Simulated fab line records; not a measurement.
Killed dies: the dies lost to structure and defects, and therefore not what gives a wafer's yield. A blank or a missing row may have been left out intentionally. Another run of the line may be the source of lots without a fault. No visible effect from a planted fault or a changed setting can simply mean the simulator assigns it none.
A struck lot beside a sound one / flow sky130 / 44 out of 708 route steps
Sound: wafers L394.1, L394.5, L394.6. Struck: wafer L409.6 (left out: L409.2, a lot-mate that was not struck); the cause follows at the end.
Each step with rows lists, per side, the tool, then ch with its chambers, then its first start. Under that, the readings that differ: sound wafers / struck wafers / difference of the means / sigmas: that difference in standard deviations of wafers without a fault.
alike: words and numbers the same on both sides, and readings whose means are apart by under 2 such deviations; not compared: readings that were withheld, readings missing a value for some wafer, numbers with overlapping values and no deviation given by the record, and bounds like >300 which may hide the same value.
Wherever a step has rows on one side only, a row that says differs or no value, or a row with sigmas, the two part there. When numbers do not overlap yet have no deviation, they are printed without sigmas and do not part them. Lack of a reading on every wafer of one side parts them only where that side has two or more wafers.

first, 1 step without rows for these wafers: SKY_VIA2_SPUTTER_20 (material TiN, target thk 20 nm, time 80 s).
SKY_VIA2_CVD_21: deposits W, target thk 420 nm, time 126.4 s.
  sound on cvd_w-01 ch 0,1, day 37 08:28; struck on cvd_w-01 ch 0, day 41 20:11
  alike: heater_power_w
SKY_VIA2_RS_MEAS_22: measures by four-point-probe.
  sound on film_metro-01, day 37 08:35; struck on film_metro-01, day 41 20:20
  alike: VIA2_W_RS
SKY_VIA2_THK_MEAS_23: measures by xrf.
  sound on film_metro-01, day 37 08:43; struck on film_metro-01, day 41 20:26
  alike: VIA2_W_THK
then, 5 steps without rows for these wafers: SKY_VIA2_CMP_24 (polishes, stops on SiO2, t overpolish 20 s, target thk 0 nm); SKY_METAL3_SPUTTER_00 (material Ti, target thk 15 nm, time 10 s); SKY_METAL3_SPUTTER_01 (material TiN, target thk 20 nm, time 16.7 s); SKY_METAL3_SPUTTER_02 (material AlCu, target thk 735 nm, time 39.1 s); SKY_METAL3_SPUTTER_03 (material Ti, target thk 5 nm, time 3.3 s).
SKY_METAL3_SPUTTER_04: material TiN, target thk 70 nm, time 58.3 s.
  sound on pvd_sputter-01, day 37 09:11; struck on pvd_sputter-04, day 41 20:54
  alike: throttle_valve_pct
then, 1 step without rows for these wafers: SKY_CAPM_CVD_00 (deposits SiO2, target thk 15.5 nm).
SKY_CAPM_THK_MEAS_01:
  sound on film_metro-01, day 37 09:15; struck on film_metro-01, day 41 20:59
  alike: CAPM_CVD_00_THK
SKY_CAPM_SPUTTER_02: material TiN, target thk 200 nm, time 166.7 s.
  sound on pvd_sputter-03, day 37 09:19; struck on pvd_sputter-03, day 41 21:02
reading=model.TiN_of_CAPM_SPUTTER_02.thk_nm (nm); sound=201.6 198.1 201.7; struck=202.9; difference=+2.4; sigmas=
  alike: throttle_valve_pct
SKY_CAPM_RS_MEAS_03: measures by four-point-probe.
  sound on film_metro-02, day 37 09:25; struck on film_metro-03, day 41 21:10
  alike: CAPM_TIN_RS
SKY_CAPM_THK_MEAS_04: measures by xrf.
  sound on film_metro-02, day 37 09:32; struck on film_metro-03, day 41 21:16
  alike: CAPM_TIN_THK
then, 7 steps without rows for these wafers: SKY_CAPM_DEHYDRATE_05 (time 60 s); SKY_CAPM_HMDS_06 (prime time 60 s); SKY_CAPM_COAT_07 (resist thk 1140 nm); SKY_CAPM_SOFTBAKE_08 (time 60 s); SKY_CAPM_EXPOSE_09 (exposes mask CAPM, target cd 1000 nm); SKY_CAPM_PEB_10; SKY_CAPM_DEVELOP_11 (develop time 60 s).
SKY_CAPM_OVL_MEAS_12:
  sound on overlay-01, day 38 11:05; struck on overlay-02, day 42 21:13
reading=CAPM_OVL (nm); sound=0.9 2.5 2.7; struck=-0.6; difference=-2.6; sigmas=-2
SKY_CAPM_METAL_ETCH_13: etches TiN in Cl2/BCl3, stops on SiO2, target depth 220 nm, time 62.9 s.
  sound on rie_metal-03 ch 0,1, day 38 11:08; struck on rie_metal-01 ch 1, day 42 21:15
reading=model.etch.depth_nm (nm); sound=201.6 198.1 201.7; struck=202.9; difference=+2.4; sigmas=
reading=model.CAPM.feature_depth_nm (nm); sound=201.6 198.1 201.7; struck=202.9; difference=+2.4; sigmas=
  alike: drypump_motor_current_A, oes_product_au, throttle_valve_pct
  not compared: rf_hours_counter_h
SKY_CAPM_STRIP_14: strips in O2/N2.
  sound on plasma_asher-01 ch 0,1, day 38 11:13; struck on plasma_asher-01 ch 1, day 42 21:20
  alike: drypump_motor_current_A, oes_product_au, strip_time_to_endpoint_s
  not compared: rf_hours_counter_h
then, 11 steps without rows for these wafers: SKY_CAPM_STRIP_15 (strips in post etch residue remover, time 1200 s); SKY_CAPM_CLEAN_16 (cleans in IPA, time 180 s); SKY_CAPM_CLEAN_17 (cleans in O3/DIW); SKY_METAL3_DEHYDRATE_05 (time 60 s); SKY_METAL3_HMDS_06 (prime time 60 s); SKY_METAL3_COAT_07 (resist thk 60 nm); SKY_METAL3_COAT_08 (resist thk 1140 nm); SKY_METAL3_SOFTBAKE_09 (time 90 s); SKY_METAL3_EXPOSE_10 (exposes mask MM3, target cd 300 nm); SKY_METAL3_PEB_11; SKY_METAL3_DEVELOP_12 (develop time 60 s).
SKY_METAL3_CD_MEAS_13: target cd 300 nm.
  sound on cd_sem-02, day 39 13:08; struck on cd_sem-01, day 43 21:46
  alike: cd_nm
SKY_METAL3_OVL_MEAS_14:
  sound on overlay-02, day 39 13:16; struck on overlay-01, day 43 21:52
  alike: METAL3_OVL
SKY_METAL3_DESCUM_15: chemistry O2, time 8 s.
  sound on rie_metal-03 ch 1, day 39 13:18; struck on rie_metal-04 ch 1, day 43 21:55
reading=oes_product_au (a.u.); sound=0.979 0.970 0.966; struck=0.991; difference=+0.019; sigmas=+3
  alike: drypump_motor_current_A
  not compared: rf_hours_counter_h
SKY_METAL3_ETCH_16: etches BARC in N2/H2, stops on SiO2, time 88.2 s, target depth 60 nm.
  sound on rie_metal-03 ch 1, day 39 13:22; struck on rie_metal-04 ch 1, day 43 22:00
  alike: drypump_motor_current_A, oes_product_au, throttle_valve_pct
  not compared: rf_hours_counter_h
then, 2 steps without rows for these wafers: SKY_METAL3_ETCH_17 (etches SiO2 in C4F8/O2/Ar, stops on TiN, time 3.9 s, target depth 15 nm); SKY_METAL3_METAL_ETCH_18 (etches the open film in Cl2/BCl3, stops on SiO2, target depth 845 nm, time 183.1 s).
SKY_METAL3_STRIP_20: strips in post etch residue remover, time 1200 s.
  sound on wet_bench-03 ch 3, day 39 13:52; struck on wet_bench-02 ch 0, day 43 22:28
reading=model.TiN_of_CAPM_SPUTTER_02.thk_nm (nm); sound=200.8 197.3 200.8; struck=202.1; difference=+2.5; sigmas=
-- the record jumps here: 6 days lie between the struck wafers' starts before and after (it left off in module METAL3 and takes up again in module PAD_OPEN, whose first step shown is number 708 of the route) --
SKY_PAD_OPEN_PROBE_99:
  sound on prober-02, day 46 21:11; struck on prober-01, day 50 08:26
  alike: defect_limited_yield, killed_at_M0_to_M3, killed_at_M4_up, killed_at_contacts, killed_at_front_end, killed_at_other, killed_dies, killed_open, killed_short, sort_bin_3_pad_short, sort_bin_5_function, sort_bin_6_memory, sort_n_pass, sort_yield_pct
  not compared: model.etest.cap_mim.plate_ohm_sq

## WHERE THEY PART
Last at SKY_METAL3_DESCUM_15 as far as this record goes, first at SKY_CAPM_OVL_MEAS_12. Later steps at which nothing parts them and some readings are alike: SKY_METAL3_ETCH_16, SKY_PAD_OPEN_PROBE_99.

WHY: what had been put in by the simulator
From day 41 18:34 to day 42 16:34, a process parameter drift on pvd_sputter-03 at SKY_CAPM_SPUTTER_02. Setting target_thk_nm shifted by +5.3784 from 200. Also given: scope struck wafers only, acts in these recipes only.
